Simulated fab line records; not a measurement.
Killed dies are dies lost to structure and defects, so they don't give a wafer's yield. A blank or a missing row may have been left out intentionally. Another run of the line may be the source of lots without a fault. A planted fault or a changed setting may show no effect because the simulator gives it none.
Which tool did it? | flow sky130 | 36 wafers from 12 lots sampled at 5 of the route's 708 steps

## WHAT EACH GAUGE READ, for each wafer
SKY_SONOS_TUNNEL_TW_MEAS_12. Usual: SONOS_TUNNEL_TW gives 196.6 (standard deviation 1.3).
lot  | measured     | on            | SONOS_TUNNEL_TW   | flag
L845 | day 11 14:26 | film metro-02 | 196.6 196.4 197.2 |
L846 | day 11 18:55 | film metro-02 | 196.0 195.3 194.9 |
L847 | day 12 04:05 | film metro-02 | 195.3 194.6 194.9 |
L850 | day 13 04:11 | film metro-04 | 196.3 197.1 196.1 |
L852 | day 13 19:05 | film metro-02 | 195.0 195.6 196.0 |
L859 | day 15 22:25 | film metro-02 | 137.1 136.8 137.4 | OFF
L860 | day 16 03:47 | film metro-02 | 137.4 136.6 137.3 | OFF
L861 | day 16 10:05 | film metro-02 | 195.4 194.3 194.2 |
L862 | day 16 16:22 | film metro-04 | 195.7 196.9 198.2 |
L863 | day 17 02:30 | film metro-04 | 198.3 197.7 197.4 |
L864 | day 17 10:22 | film metro-02 | 195.1 196.2 195.4 |
L867 | day 18 10:59 | film metro-01 | 198.0 198.3 197.6 |

SKY_SONOS_ONO_THK_MEAS_03. Usual: SONOS_ONO_CVD_02_THK gives 10.51 nm (standard deviation 0.13).
lot  | measured     | on            | SONOS_ONO_CVD_02_THK (nm) | flag
L845 | day 11 18:49 | film metro-03 | 10.46 10.52 10.47         |
L846 | day 11 21:40 | film metro-03 | 10.56 10.53 10.54         |
L847 | day 12 07:20 | film metro-03 | 10.86 10.81 10.79         |
L850 | day 13 13:13 | film metro-01 | 10.34 10.39 10.56         |
L852 | day 13 22:23 | film metro-03 | 10.34 10.43 10.53         |
L859 | day 16 01:23 | film metro-03 | 10.44 10.53 10.53         |
L860 | day 16 08:02 | film metro-02 | 10.55 10.64 10.63         |
L861 | day 16 15:27 | film metro-03 | 10.59 10.47 10.46         |
L862 | day 16 20:46 | film metro-02 | 10.54 10.40 10.43         |
L863 | day 17 08:08 | film metro-03 | 10.75 10.68 10.74         |
L864 | day 17 13:31 | film metro-02 | 10.54 10.52 10.50         |
L867 | day 18 13:31 | film metro-02 | 10.38 10.23 10.19         |

SKY_RES_PROTECT_TW_MEAS_08. Usual: POLY_GATE_TW gives 4018 (standard deviation 27).
lot  | measured     | on            | POLY_GATE_TW   | flag
L845 | day 15 18:14 | film metro-04 | 4021 4017 4050 |
L846 | day 15 17:45 | film metro-02 | 3994 4004 4002 |
L847 | day 16 08:24 | film metro-02 | 3985 3990 3999 |
L850 | day 17 12:20 | film metro-02 | 4003 3996 4002 |
L852 | day 17 22:08 | film metro-02 | 4015 4008 4014 |
L859 | day 20 02:44 | film metro-04 | 4021 4027 4029 |
L860 | day 20 09:05 | film metro-02 | 3973 3990 3997 |
L861 | day 20 17:03 | film metro-02 | 3988 4003 4004 |
L862 | day 20 22:37 | film metro-02 | 4001 4022 3987 |
L863 | day 21 09:50 | film metro-02 | 3955 3963 3964 |
L864 | day 21 16:17 | film metro-04 | 4064 4029 4050 |
L867 | day 22 15:52 | film metro-01 | 4047 4055 4028 |

## WHICH TOOL RAN EACH LOT (tool, then ch and the chambers of the sampled wafers, then the start)
lot  | SKY_FIELD_ISO_STRIP_16              | SKY_SONOS_TUNNEL_IMPLANT_09
L845 | plasma asher-01 ch 0,1, day 2 07:08 | implanter-03 ch 0, day 11 13:56
L846 | plasma asher-04 ch 1, day 2 09:19   | implanter-04 ch 0, day 11 18:27
L847 | plasma asher-01 ch 0,1, day 2 15:32 | implanter-02 ch 0, day 12 03:40
L850 | plasma asher-04 ch 0,1, day 3 09:15 | implanter-03 ch 0, day 13 03:46
L852 | plasma asher-04 ch 0,1, day 3 19:32 | implanter-04 ch 0, day 13 18:41
L859 | plasma asher-03 ch 0,1, day 5 07:35 | implanter-04 ch 0, day 15 21:59
L860 | plasma asher-03 ch 0,1, day 5 11:59 | implanter-04 ch 0, day 16 03:23
L861 | plasma asher-04 ch 0,1, day 5 16:32 | implanter-03 ch 0, day 16 09:38
L862 | plasma asher-04 ch 0,1, day 5 20:30 | implanter-03 ch 0, day 16 15:50
L863 | plasma asher-04 ch 0,1, day 6 02:28 | implanter-02 ch 0, day 17 02:05
L864 | plasma asher-04 ch 0,1, day 6 07:30 | implanter-02 ch 0, day 17 09:56
L867 | plasma asher-03 ch 0,1, day 7 00:09 | implanter-03 ch 0, day 18 10:34
- SKY_FIELD_ISO_STRIP_16: strips in O2/N2.
- SKY_SONOS_TUNNEL_IMPLANT_09

## WHAT THE TOOLS THEMSELVES READ (means of the sampled wafers that have a number; where no wafer has one, the mark that the record gives instead)
SKY_FIELD_ISO_STRIP_16. Usual: drypump motor current A 5.61 A, standard deviation 0.28; n2 flow sccm 300.0 sccm, standard deviation 0.91; oes product au 0.378 a.u., standard deviation 0.0046; strip time to endpoint s 3.56 s, standard deviation 0.049.
lot  | tool            | drypump motor current A (A) | n2 flow sccm (sccm) | oes product au (a.u.) | strip time to endpoint s (s) | flag
L845 | plasma asher-01 | 5.60                        | 300.3               | 0.379                 | 3.57                         |
L846 | plasma asher-04 | 5.92                        | 301.0               | 0.378                 | 3.59                         |
L847 | plasma asher-01 | 5.68                        | 299.6               | 0.378                 | 3.55                         |
L850 | plasma asher-04 | 5.75                        | 299.9               | 0.379                 | 3.55                         |
L852 | plasma asher-04 | 5.75                        | 300.2               | 0.381                 | 3.57                         |
L859 | plasma asher-03 | 5.63                        | 300.3               | 0.383                 | 3.57                         |
L860 | plasma asher-03 | 5.62                        | 299.6               | 0.376                 | 3.53                         |
L861 | plasma asher-04 | 5.59                        | 299.6               | 0.381                 | 3.59                         |
L862 | plasma asher-04 | 5.75                        | 300.6               | 0.380                 | 3.56                         |
L863 | plasma asher-04 | 5.58                        | 299.9               | 0.379                 | 3.58                         |
L864 | plasma asher-04 | 5.57                        | 299.8               | 0.381                 | 3.59                         |
L867 | plasma asher-03 | 5.38                        | 299.9               | 0.376                 | 3.59                         |

SKY_SONOS_TUNNEL_IMPLANT_09. Usual: dose ions cm2 9.997e+11, standard deviation 1e+09; faraday current uA 5.62, standard deviation 0.11.
lot  | tool         | dose ions cm2 | faraday current uA | flag
L845 | implanter-03 | 9.997e+11     | 5.72               |
L846 | implanter-04 | 9.989e+11     | 5.59               |
L847 | implanter-02 | 1.001e+12     | 5.56               |
L850 | implanter-03 | 9.994e+11     | 5.72               |
L852 | implanter-04 | 1.001e+12     | 5.64               |
L859 | implanter-04 | 2.761e+11     | 1.54               | OFF
L860 | implanter-04 | 2.741e+11     | 1.52               | OFF
L861 | implanter-03 | 1.000e+12     | 5.72               |
L862 | implanter-03 | 9.993e+11     | 5.63               |
L863 | implanter-02 | 9.988e+11     | 5.60               |
L864 | implanter-02 | 9.996e+11     | 5.57               |
L867 | implanter-03 | 9.997e+11     | 5.64               |

## THE ANSWER, worked out from the rows above alone
Rule: a lot is off if the mean of its wafers that have a number lies more than 3 standard deviations from the usual mean. A lot without any number at a reading at which 4 lots or more have one is off too. All remaining lots with rows at the step are treated as sound. Order of review: gauges by route order, followed by the tools' own readings, for which a lot's mean as printed above is used. The first step at which some lot is off is used, and at that step the reading that is off furthest; a lot without a number counts as furthest.
Off: L859, L860, seen at SKY_SONOS_TUNNEL_TW_MEAS_12 (SONOS_TUNNEL_TW).
A tool fits if, at a process step before that reading, it ran every lot that is off, and no sound lot after the first of them. The gauges at SKY_SONOS_TUNNEL_TW_MEAS_12 aren't tried: what is off there is off at SKY_SONOS_TUNNEL_IMPLANT_09 too, on other tools, and a gauge's error can't cause that. One fits: SKY_SONOS_TUNNEL_IMPLANT_09 on implanter-04. Its last sound lot is L852 (day 13 18:41), its first lot that is off L859 (day 15 21:59): a fault that began between those two fits.
The tool's own readings at SKY_SONOS_TUNNEL_IMPLANT_09 bear it out: on the lots that are off they differ by more than 5 times the standard deviation of the sound lots' means. dose ions cm2 reads 2.751e+11 there against 9.997e+11 on the sound lots; faraday current uA reads 1.53 there against 5.64 on the sound lots.

## WHAT THE SIMULATOR HAD INSERTED
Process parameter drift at SKY_SONOS_TUNNEL_IMPLANT_09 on implanter-04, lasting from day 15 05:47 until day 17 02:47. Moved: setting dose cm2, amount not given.
Struck lots among those shown: L859, L860. The rule given above showed the same thing.
